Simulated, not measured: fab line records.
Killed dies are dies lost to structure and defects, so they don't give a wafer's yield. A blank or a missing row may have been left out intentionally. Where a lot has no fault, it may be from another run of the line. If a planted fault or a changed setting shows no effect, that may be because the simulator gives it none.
fab line records	flow gf180mcu
record lots=24	wafers=72	last_day=34
route steps=602 shown M4@458 V4@478 V5@557
lots that met no fault: taken from a fault-free run of the same line
start_h: hours from the record's opening day to when the first of the lot's shown wafers began	wait_h: hours elapsed since this lot's preceding step	" repeats the value in the row above	L1.1+2: a single row standing in for several wafers	- either no value or no given start	* or withheld: withheld	< > ~ a bound
route shown NAME@n: NAME is a module with steps in the file, n the number in the route of the first one	usual: the fault-free wafers' mean and standard deviation	same: alike in all rows	chamber/n: place in a boat	sites: the reading at each site	_std_site: standard deviation across them	_edge_site: the outer-site mean with the inner-site mean subtracted	radius_mm: how far each site lies from the wafer's centre	mask NAME#n: copy n	behind: the tool/chamber that last shaped the wafer	hold: the reason the lot was held/the length of the hold in hours/how it ended	device: the transistor (n, p or np) that didn't switch	end of line: at the end of the route, the tests of the same wafers	step lacking rows: just its recipe	killed: count of dies lost to structure and defects at first sort (not the wafer's yield)	map: a wafer's dies, x killed, . not, _ none there
set.NAME: the setting the step ran with; set.NAME@STEP: the setting that earlier step ran with	model.NAME: the simulator's own value behind a step, which no gauge read
steps of the route over a sample of lots; a table a step, a row a wafer
services: from which hour (start_h, from the record's first day; less than 0 if before it) a tool's chamber was out of use, for how many hours, and why
## steps
# step GF_M4_SPUTTER_02
# recipe material=AlCu	target_thk_nm=450	power_w=10600	time_s=23.9	chamber_pressure_pa=0.4
# usual throttle_valve_pct=30.0/1.4
lot.wafer	tool	chamber	start_h	wait_h	throttle_valve_pct
L074.1	pvd_sputter-04	-	524.86	0.0	31.5
L074.3	"	-	"	"	30.1
L074.4	"	-	"	"	29.6
L075.2	pvd_sputter-02	-	530.30	0.0	28.8
L075.3	"	-	"	"	30.8
L075.4	"	-	"	"	33.4
L076.4	pvd_sputter-02	-	535.45	0.0	30.9
L076.5	"	-	"	"	28.2
L076.6	"	-	"	"	30.7
L077.2	pvd_sputter-01	-	552.50	0.0	28.7
L077.3	"	-	"	"	29.1
L077.5	"	-	"	"	31.9
L078.1	pvd_sputter-04	-	558.45	0.0	29.2
L078.4	"	-	"	"	30.2
L078.6	"	-	"	"	29.2
L079.2	pvd_sputter-01	-	579.03	0.0	28.7
L079.4	"	-	"	"	30.0
L079.5	"	-	"	"	29.1
L080.3	pvd_sputter-02	-	583.23	0.0	33.5
L080.5	"	-	"	"	29.0
L080.6	"	-	"	"	33.9
L081.1	pvd_sputter-01	-	589.41	0.0	28.7
L081.2	"	-	"	"	29.8
L081.3	"	-	"	"	31.9
L082.1	pvd_sputter-02	-	592.72	0.0	28.9
L082.3	"	-	"	"	30.8
L082.5	"	-	"	"	30.7
L083.2	pvd_sputter-04	-	607.45	0.0	31.4
L083.4	"	-	"	"	29.8
L083.5	"	-	"	"	29.7
L084.4	pvd_sputter-04	-	610.03	0.0	30.1
L084.5	"	-	"	"	30.4
L084.6	"	-	"	"	29.6
L085.3	pvd_sputter-04	-	613.76	0.0	30.3
L085.4	"	-	"	"	29.0
L085.6	"	-	"	"	29.0
L086.2	pvd_sputter-04	-	620.04	0.0	29.7
L086.3	"	-	"	"	31.5
L086.6	"	-	"	"	29.7
L087.2	pvd_sputter-04	-	621.43	0.0	30.3
L087.3	"	-	"	"	31.4
L087.4	"	-	"	"	29.0
L088.4	pvd_sputter-02	-	636.37	0.0	28.0
L088.5	"	-	"	"	28.8
L088.6	"	-	"	"	30.6
L089.3	pvd_sputter-02	-	643.86	0.0	28.0
L089.4	"	-	"	"	30.6
L089.5	"	-	"	"	30.4
L090.1	pvd_sputter-02	-	650.20	0.0	28.3
L090.2	"	-	"	"	30.5
L090.6	"	-	"	"	33.5
L091.2	pvd_sputter-01	-	656.56	0.0	28.7
L091.4	"	-	"	"	28.7
L091.5	"	-	"	"	31.8
L092.1	pvd_sputter-01	-	673.06	0.0	31.8
L092.4	"	-	"	"	29.7
L092.5	"	-	"	"	28.9
L093.4	pvd_sputter-04	-	673.38	0.0	30.3
L093.5	"	-	"	"	29.7
L093.6	"	-	"	"	30.1
L094.1	pvd_sputter-02	-	674.85	0.0	33.5
L094.4	"	-	"	"	28.3
L094.6	"	-	"	"	28.2
L095.4	pvd_sputter-01	-	679.83	0.0	31.7
L095.5	"	-	"	"	28.8
L095.6	"	-	"	"	28.6
L096.4	pvd_sputter-01	-	688.08	0.0	28.8
L096.5	"	-	"	"	28.8
L096.6	"	-	"	"	29.0
L097.2	pvd_sputter-04	-	694.36	0.0	29.3
L097.3	"	-	"	"	29.6
L097.4	"	-	"	"	30.6
# step GF_V4_CVD_02
# recipe material=SiO2	target_thk_nm=850	precursor=TEOS	temp_c=400	time_s=94.851	rf_w=600
# usual heater_power_outer_w=378/78	heater_power_w=642/100
lot.wafer	tool	chamber	start_h	wait_h	heater_power_outer_w	heater_power_w
L074.1	pecvd-04	2	548.51	0.1	297	525
L074.3	"	1	"	"	501	780
L074.4	"	2	"	"	327	547
L075.2	pecvd-04	0	553.90	0.0	488	785
L075.3	"	1	"	"	438	695
L075.4	"	2	"	"	248	477
L076.4	pecvd-04	1	559.04	0.1	493	783
L076.5	"	0	"	"	480	745
L076.6	"	2	"	"	334	560
L077.2	pecvd-03	1	575.31	0.0	292	544
L077.3	"	2	"	"	463	830
L077.5	"	0	"	"	341	643
L078.1	pecvd-02	0	581.26	0.1	479	769
L078.4	"	1	"	"	254	420
L078.6	"	2	"	"	337	608
L079.2	pecvd-02	1	601.62	0.0	328	520
L079.4	"	0	"	"	355	635
L079.5	"	2	"	"	255	490
L080.3	pecvd-04	2	605.89	0.0	324	579
L080.5	"	2	"	"	356	614
L080.6	"	1	"	"	528	791
L081.1	pecvd-04	2	612.11	0.1	310	545
L081.2	"	1	"	"	512	765
L081.3	"	0	"	"	357	606
L082.1	pecvd-04	2	614.76	0.1	371	607
L082.3	"	1	"	"	530	826
L082.5	"	1	"	"	422	648
L083.2	pecvd-04	2	629.22	0.0	308	541
L083.4	"	2	"	"	342	579
L083.5	"	1	"	"	414	658
L084.4	pecvd-03	1	630.75	0.1	368	669
L084.5	"	2	"	"	476	831
L084.6	"	0	"	"	265	531
L085.3	pecvd-04	2	635.24	0.0	336	588
L085.4	"	0	"	"	399	662
L085.6	"	1	"	"	425	666
L086.2	pecvd-02	1	641.76	0.0	314	513
L086.3	"	0	"	"	435	749
L086.6	"	0	"	"	463	758
L087.2	pecvd-02	2	643.36	0.0	267	505
L087.3	"	1	"	"	347	547
L087.4	"	2	"	"	302	564
L088.4	pecvd-04	1	657.40	0.1	471	752
L088.5	"	0	"	"	444	720
L088.6	"	2	"	"	340	615
L089.3	pecvd-03	1	665.40	0.0	340	627
L089.4	"	2	"	"	355	690
L089.5	"	0	"	"	352	648
L090.1	pecvd-03	2	671.19	0.1	454	814
L090.2	"	0	"	"	262	523
L090.6	"	2	"	"	482	846
L091.2	pecvd-02	2	676.74	0.0	330	594
L091.4	"	1	"	"	320	507
L091.5	"	2	"	"	346	614
L092.1	pecvd-02	1	693.86	0.1	296	496
L092.4	"	0	"	"	432	698
L092.5	"	1	"	"	323	505
L093.4	pecvd-04	1	694.03	0.1	461	738
L093.5	"	0	"	"	336	572
L093.6	"	2	"	"	317	557
L094.1	pecvd-03	0	695.56	0.1	311	582
L094.4	"	2	"	"	356	693
L094.6	"	0	"	"	331	627
L095.4	pecvd-03	1	700.09	0.1	248	520
L095.5	"	0	"	"	260	533
L095.6	"	2	"	"	441	791
L096.4	pecvd-02	0	707.96	0.1	471	766
L096.5	"	1	"	"	244	416
L096.6	"	2	"	"	323	582
L097.2	pecvd-04	0	714.32	0.0	390	653
L097.3	"	1	"	"	476	754
L097.4	"	0	"	"	415	683
# step GF_V4_CMP_04
# recipe material=SiO2	down_force_psi=4	platen_rpm=60	pad_velocity_m_s=0.94248
# usual head_pressure_psi=3.999/0.0083	motor_current_A=11.3/0.9	retaining_ring_pressure_frac=0.999/0.005	time_to_endpoint_s=84/5.2
lot.wafer	tool	chamber	start_h	wait_h	head_pressure_psi	motor_current_A	retaining_ring_pressure_frac	time_to_endpoint_s
L074.4	cmp-01	2	548.64	0.0	4.001	10.4	0.999	83
L074.1	"	3	"	"	3.996	13.1	0.997	80
L074.3	"	0	"	"	4.001	11.8	0.999	84
L075.4	cmp-02	2	554.08	0.1	3.987	10.1	1.000	81
L075.2	"	3	"	"	4.014	11.8	0.996	82
L075.3	"	0	"	"	4.001	10.4	1.006	86
L076.4	cmp-01	3	559.14	0.0	3.990	12.3	1.001	89
L076.5	"	3	"	"	4.003	12.4	1.003	86
L076.6	"	0	"	"	4.007	12.5	1.004	92
L077.2	cmp-02	0	575.44	0.0	3.987	10.5	0.999	77
L077.3	"	3	"	"	4.003	11.8	1.000	76
L077.5	"	0	"	"	4.012	10.6	0.999	86
L078.1	cmp-02	0	581.44	0.1	4.004	11.0	1.005	82
L078.4	"	2	"	"	4.006	10.8	0.990	83
L078.6	"	3	"	"	4.001	12.0	1.004	93
L079.4	cmp-02	2	601.74	0.0	4.001	9.5	1.003	83
L079.2	"	1	"	"	4.002	11.9	0.991	85
L079.5	"	3	"	"	3.994	11.9	0.996	88
L080.3	cmp-01	3	606.12	0.1	4.002	12.5	1.000	80
L080.6	"	1	"	"	3.989	12.1	0.991	81
L080.5	"	2	"	"	4.003	10.6	0.999	78
L081.3	cmp-02	1	612.33	0.1	4.001	11.9	1.004	83
L081.2	"	2	"	"	3.997	10.1	0.992	76
L081.1	"	0	"	"	3.993	10.6	1.004	82
L082.1	cmp-02	3	614.94	0.1	3.979	11.9	0.994	86
L082.3	"	1	"	"	4.002	12.1	1.008	91
L082.5	"	2	"	"	3.995	10.2	1.004	84
L083.4	cmp-01	0	629.68	0.4	3.995	12.5	1.000	87
L083.2	"	1	"	"	3.994	11.8	1.000	82
L083.5	"	2	"	"	3.990	10.8	0.998	83
L084.4	cmp-01	1	630.84	0.0	3.988	12.6	0.998	82
L084.5	"	1	"	"	4.001	12.8	1.008	85
L084.6	"	2	"	"	3.995	10.4	0.996	77
L085.4	cmp-02	3	635.42	0.1	4.007	11.9	0.998	92
L085.3	"	1	"	"	3.987	11.5	1.010	82
L085.6	"	2	"	"	3.995	10.6	0.991	83
L086.2	cmp-02	1	641.93	0.1	3.995	11.1	1.001	82
L086.3	"	3	"	"	3.996	11.5	0.991	82
L086.6	"	1	"	"	4.001	11.1	1.004	84
L087.3	cmp-01	3	643.49	0.0	4.019	12.2	1.005	85
L087.2	"	0	"	"	3.995	12.4	0.994	87
L087.4	"	2	"	"	4.013	10.5	0.992	86
L088.4	cmp-02	3	657.49	0.0	3.994	11.7	0.995	87
L088.6	"	3	"	"	3.991	11.6	0.996	79
L088.5	"	0	"	"	3.992	11.1	0.999	79
L089.4	cmp-02	2	665.53	0.0	4.002	9.8	0.997	85
L089.3	"	0	"	"	3.991	10.7	0.992	81
L089.5	"	3	"	"	3.999	11.8	0.996	88
L090.2	cmp-02	1	671.37	0.1	4.016	11.4	0.989	81
L090.1	"	2	"	"	4.001	10.4	0.990	81
L090.6	"	0	"	"	4.000	10.9	1.008	87
L091.4	cmp-02	1	676.86	0.0	4.013	11.3	1.003	91
L091.2	"	3	"	"	4.007	11.4	1.005	87
L091.5	"	1	"	"	4.004	11.9	0.995	91
L092.1	cmp-02	0	694.17	0.2	4.007	10.6	0.994	76
L092.4	"	2	"	"	4.007	10.0	0.995	81
L092.5	"	0	"	"	4.011	11.0	1.005	86
L093.4	cmp-01	1	694.33	0.2	3.996	13.1	0.998	82
L093.6	"	3	"	"	4.001	13.1	1.005	82
L093.5	"	0	"	"	3.993	12.3	1.003	82
L094.4	cmp-02	3	695.69	0.0	4.004	10.8	0.993	96
L094.1	"	0	"	"	3.996	10.5	1.005	90
L094.6	"	3	"	"	4.004	12.1	0.997	97
L095.4	cmp-02	0	700.34	0.2	3.995	10.4	0.999	86
L095.5	"	1	"	"	3.980	11.0	1.002	96
L095.6	"	2	"	"	3.999	10.3	0.997	84
L096.4	cmp-01	2	708.16	0.1	3.993	10.7	0.998	75
L096.5	"	0	"	"	3.999	12.5	0.999	84
L096.6	"	1	"	"	4.000	12.4	0.998	90
L097.2	cmp-02	1	714.45	0.0	3.997	11.4	1.003	86
L097.3	"	2	"	"	3.997	9.7	1.006	72
L097.4	"	0	"	"	4.024	10.2	1.004	82
# step GF_V4_CD_MEAS_14
# recipe target_cd_nm=260
# usual cd_nm=259.7/1.3
lot.wafer	tool	chamber	start_h	wait_h	cd_nm
L074.1	cd_sem-02	-	571.41	0.1	259.8
L074.3	"	-	"	"	259.9
L074.4	"	-	"	"	259.6
L075.2	cd_sem-02	-	576.43	0.1	258.4
L075.3	"	-	"	"	261.4
L075.4	"	-	"	"	260.5
L076.4	cd_sem-01	-	580.99	0.1	259.4
L076.5	"	-	"	"	258.5
L076.6	"	-	"	"	258.7
L077.2	cd_sem-01	-	597.08	0.1	260.9
L077.3	"	-	"	"	261.7
L077.5	"	-	"	"	259.6
L078.1	cd_sem-02	-	602.57	0.1	260.9
L078.4	"	-	"	"	260.9
L078.6	"	-	"	"	262.5
L079.2	cd_sem-02	-	622.88	0.1	259.4
L079.4	"	-	"	"	260.1
L079.5	"	-	"	"	259.8
L080.3	cd_sem-01	-	627.00	0.1	258.6
L080.5	"	-	"	"	259.4
L080.6	"	-	"	"	257.9
L081.1	cd_sem-01	-	633.12	0.1	259.6
L081.2	"	-	"	"	258.8
L081.3	"	-	"	"	257.9
L082.1	cd_sem-01	-	635.88	0.1	260.7
L082.3	"	-	"	"	259.8
L082.5	"	-	"	"	260.4
L083.2	cd_sem-02	-	649.50	0.1	260.7
L083.4	"	-	"	"	260.4
L083.5	"	-	"	"	259.8
L084.4	cd_sem-01	-	651.54	0.1	258.7
L084.5	"	-	"	"	261.1
L084.6	"	-	"	"	259.6
L085.3	cd_sem-02	-	655.76	0.1	257.4
L085.4	"	-	"	"	257.8
L085.6	"	-	"	"	258.1
L086.2	cd_sem-01	-	662.05	0.1	262.6
L086.3	"	-	"	"	262.9
L086.6	"	-	"	"	261.4
L087.2	cd_sem-02	-	663.79	0.1	258.3
L087.3	"	-	"	"	259.4
L087.4	"	-	"	"	259.6
L088.4	cd_sem-01	-	677.49	0.1	261.1
L088.5	"	-	"	"	261.6
L088.6	"	-	"	"	260.6
L089.3	cd_sem-01	-	684.81	0.1	258.8
L089.4	"	-	"	"	260.3
L089.5	"	-	"	"	259.4
L090.1	cd_sem-01	-	690.93	0.1	258.1
L090.2	"	-	"	"	259.1
L090.6	"	-	"	"	258.4
L091.2	cd_sem-02	-	695.95	0.1	260.9
L091.4	"	-	"	"	261.5
L091.5	"	-	"	"	261.2
L092.1	cd_sem-02	-	712.73	0.1	259.1
L092.4	"	-	"	"	258.7
L092.5	"	-	"	"	258.5
L093.4	cd_sem-01	-	713.74	0.1	260.6
L093.5	"	-	"	"	260.4
L093.6	"	-	"	"	259.7
L094.1	cd_sem-01	-	714.63	0.1	259.5
L094.4	"	-	"	"	259.0
L094.6	"	-	"	"	258.5
L095.4	cd_sem-01	-	719.27	0.1	259.3
L095.5	"	-	"	"	258.4
L095.6	"	-	"	"	258.4
L096.4	cd_sem-01	-	726.34	0.1	258.5
L096.5	"	-	"	"	258.7
L096.6	"	-	"	"	258.0
L097.2	cd_sem-01	-	733.04	0.1	257.2
L097.3	"	-	"	"	257.6
L097.4	"	-	"	"	258.6
# step GF_V4_OVL_MEAS_15
# usual V4_OVL=0/6.6
lot.wafer	tool	chamber	start_h	wait_h	V4_OVL[nm]
L074.1	overlay-02	-	571.53	0.1	0
L074.3	"	-	"	"	-2
L074.4	"	-	"	"	-4
L075.2	overlay-01	-	576.53	0.1	-7
L075.3	"	-	"	"	-4
L075.4	"	-	"	"	-7
L076.4	overlay-02	-	581.07	0.1	4
L076.5	"	-	"	"	7
L076.6	"	-	"	"	-1
L077.2	overlay-01	-	597.18	0.1	-8
L077.3	"	-	"	"	0
L077.5	"	-	"	"	2
L078.1	overlay-02	-	602.69	0.1	5
L078.4	"	-	"	"	8
L078.6	"	-	"	"	13
L079.2	overlay-02	-	622.98	0.1	-5
L079.4	"	-	"	"	-6
L079.5	"	-	"	"	-3
L080.3	overlay-02	-	627.09	0.1	3
L080.5	"	-	"	"	1
L080.6	"	-	"	"	8
L081.1	overlay-01	-	633.24	0.1	-12
L081.2	"	-	"	"	-5
L081.3	"	-	"	"	-6
L082.1	overlay-02	-	636.00	0.1	9
L082.3	"	-	"	"	9
L082.5	"	-	"	"	5
L083.2	overlay-01	-	649.60	0.1	11
L083.4	"	-	"	"	6
L083.5	"	-	"	"	10
L084.4	overlay-01	-	651.61	0.1	1
L084.5	"	-	"	"	-5
L084.6	"	-	"	"	-1
L085.3	overlay-01	-	655.85	0.1	4
L085.4	"	-	"	"	-3
L085.6	"	-	"	"	-5
L086.2	overlay-01	-	662.15	0.1	-6
L086.3	"	-	"	"	-7
L086.6	"	-	"	"	-10
L087.2	overlay-01	-	663.89	0.1	-3
L087.3	"	-	"	"	-6
L087.4	"	-	"	"	-3
L088.4	overlay-01	-	677.56	0.1	7
L088.5	"	-	"	"	14
L088.6	"	-	"	"	11
L089.3	overlay-01	-	684.90	0.1	-5
L089.4	"	-	"	"	7
L089.5	"	-	"	"	-6
L090.1	overlay-02	-	691.05	0.1	8
L090.2	"	-	"	"	14
L090.6	"	-	"	"	11
L091.2	overlay-01	-	696.05	0.1	4
L091.4	"	-	"	"	4
L091.5	"	-	"	"	-7
L092.1	overlay-02	-	712.85	0.1	-1
L092.4	"	-	"	"	-9
L092.5	"	-	"	"	-3
L093.4	overlay-01	-	713.81	0.1	4
L093.5	"	-	"	"	10
L093.6	"	-	"	"	-1
L094.1	overlay-01	-	714.75	0.1	1
L094.4	"	-	"	"	-7
L094.6	"	-	"	"	-4
L095.4	overlay-01	-	719.34	0.1	3
L095.5	"	-	"	"	8
L095.6	"	-	"	"	7
L096.4	overlay-01	-	726.41	0.1	1
L096.5	"	-	"	"	-13
L096.6	"	-	"	"	-3
L097.2	overlay-01	-	733.14	0.1	-1
L097.3	"	-	"	"	2
L097.4	"	-	"	"	2
# step GF_V5_ETCH_17
# recipe chemistry=C4F8/O2/Ar	mask_material=KrF	target=SiO2	stop_on=TiN	source_w=1500	bias_w=1200	pressure_mtorr=40	c4f8_flow_sccm=withheld	O2_flow_sccm=6	Ar_flow_sccm=300	time_s=withheld	target_depth_a=8550
# usual oes_product_au=0.860/0.0046
lot.wafer	tool	chamber	start_h	wait_h	oes_product_au
L074.1	rie_diel-04	2	-	-	0.862
L074.3	"	0	"	"	0.859
L074.4	"	1	"	"	0.863
L075.2	rie_diel-02	1	-	-	0.858
L075.3	"	0	"	"	0.858
L075.4	"	2	"	"	0.861
L076.4	rie_diel-03	1	-	-	0.859
L076.5	"	1	"	"	0.861
L076.6	"	2	"	"	0.859
L077.2	rie_diel-04	1	-	-	0.861
L077.3	"	3	"	"	0.863
L077.5	"	3	"	"	0.856
L078.1	rie_diel-04	2	-	-	0.860
L078.4	"	1	"	"	0.863
L078.6	"	0	"	"	0.864
L079.2	rie_diel-02	2	-	-	0.865
L079.4	"	1	"	"	0.860
L079.5	"	2	"	"	0.870
L080.3	rie_diel-04	3	-	-	0.854
L080.5	"	1	"	"	0.852
L080.6	"	0	"	"	0.860
L081.1	rie_diel-02	3	-	-	0.862
L081.2	"	0	"	"	0.863
L081.3	"	2	"	"	0.860
L082.1	rie_diel-02	2	-	-	0.857
L082.3	"	1	"	"	0.864
L082.5	"	2	"	"	0.857
L083.2	rie_diel-04	0	-	-	0.862
L083.4	"	1	"	"	0.860
L083.5	"	3	"	"	0.858
L084.4	rie_diel-02	2	-	-	0.861
L084.5	"	0	"	"	0.858
L084.6	"	3	"	"	0.866
L085.3	rie_diel-04	1	-	-	0.863
L085.4	"	0	"	"	0.860
L085.6	"	3	"	"	0.864
L086.2	rie_diel-03	3	-	-	0.859
L086.3	"	2	"	"	0.863
L086.6	"	0	"	"	0.869
L087.2	rie_diel-02	1	-	-	0.850
L087.3	"	3	"	"	0.863
L087.4	"	2	"	"	0.858
L088.4	rie_diel-03	1	-	-	0.859
L088.5	"	1	"	"	0.861
L088.6	"	2	"	"	0.850
L089.3	rie_diel-02	2	-	-	0.859
L089.4	"	1	"	"	0.867
L089.5	"	3	"	"	0.859
L090.1	rie_diel-02	1	-	-	0.866
L090.2	"	2	"	"	0.850
L090.6	"	2	"	"	0.855
L091.2	rie_diel-03	1	-	-	0.858
L091.4	"	0	"	"	0.863
L091.5	"	1	"	"	0.868
L092.1	rie_diel-03	0	-	-	0.862
L092.4	"	3	"	"	0.867
L092.5	"	0	"	"	0.867
L093.4	rie_diel-02	2	-	-	0.874
L093.5	"	3	"	"	0.857
L093.6	"	2	"	"	0.855
L094.1	rie_diel-03	2	-	-	0.864
L094.4	"	0	"	"	0.859
L094.6	"	2	"	"	0.859
L095.4	rie_diel-04	1	-	-	0.861
L095.5	"	3	"	"	0.860
L095.6	"	0	"	"	0.863
L096.4	rie_diel-04	3	-	-	0.860
L096.5	"	2	"	"	0.860
L096.6	"	1	"	"	0.860
L097.2	rie_diel-02	0	-	-	0.859
L097.3	"	3	"	"	0.857
L097.4	"	2	"	"	0.860
## services
tool	chamber	start_h	hours	kind
cmp-01	-	501.54	5.2	pm
rie_diel-04	3	502.88	4.1	repair
cmp-02	-	506.74	4.3	pm
pecvd-04	-	529.79	0.5	repair
pvd_sputter-02	-	531.99	2.6	repair
pecvd-04	-	534.93	0.4	repair
cmp-02	-	545.24	1.2	repair
rie_diel-04	3	546.85	9.8	repair
cmp-02	-	547.64	5.6	repair
cmp-01	-	553.25	4.4	pm
pvd_sputter-02	-	569.38	0.7	repair
cmp-01	-	572.24	4.0	pm
cmp-01	-	574.31	0.6	repair
rie_diel-04	-	576.25	0.3	repair
rie_diel-02	1	588.51	8.3	repair
rie_diel-04	1	590.68	9.4	repair
pecvd-04	-	591.12	14.0	pm
rie_diel-04	3	591.27	4.9	repair
rie_diel-02	2	609.78	20.7	repair
rie_diel-02	1	665.21	1.7	repair
pvd_sputter-04	-	699.33	1.4	repair
rie_diel-02	0	731.61	7.7	repair
pecvd-04	-	740.30	1.7	repair
cmp-02	-	744.22	4.0	pm
## key
fault none
